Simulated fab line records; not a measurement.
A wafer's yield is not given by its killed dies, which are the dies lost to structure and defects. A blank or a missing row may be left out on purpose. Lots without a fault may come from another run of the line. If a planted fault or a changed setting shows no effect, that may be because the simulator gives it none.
Chamber matching | flow sky130 | 3 sister chambers for SKY_CAPM_CVD_00 on pecvd-04
The step deposits SiO2, target thk 15.5 nm. 3 wafers are shown with their chamber, then 7 later ones without.

== WAFERS, EACH WITH ITS CHAMBER ==
wafer  | chamber | heater power w (W)
L572.4 | 2       | 710
L572.5 | 0       | 628
L576.4 | 1       | 513

== WAFERS WITHOUT THEIR CHAMBER ==
wafer  | heater power w (W)
L576.5 | 881
L579.2 | 832
L579.5 | 846
L579.6 | 619
L586.1 | 598
L586.3 | 740
L586.4 | 718

== WHICH CHAMBER EACH WENT THROUGH ==
wafer  | from the rows above          | in truth
L576.5 | can't be placed: 2 or 0      | 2
L579.2 | can't be placed: 2 or 0      | 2
L579.5 | can't be placed: 2 or 0      | 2
L579.6 | can't be placed: 0 or 2 or 1 | 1
L586.1 | can't be placed: 0 or 1 or 2 | 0
L586.3 | can't be placed: 2 or 0      | 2
L586.4 | can't be placed: 2 or 0      | 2
Correct placement for 0 of the 7. Can't be placed from these rows: 7 (the true chamber is among the candidates in 7). 0 placed wrongly.
How it was worked out, from the rows above alone: a wafer's distance from a chamber is the root of the sum, over the readings, of the square of ((its reading less the chamber's mean) divided by the reading's scatter). The wafer belongs to the nearest chamber; if the next one is less than 2 further off, it can't be placed. The mean given for a chamber averages the wafers shown for that chamber. The scatter: with one shown wafer a chamber, the root of the mean of the squares of how far each hidden wafer lies from its nearest shown one.
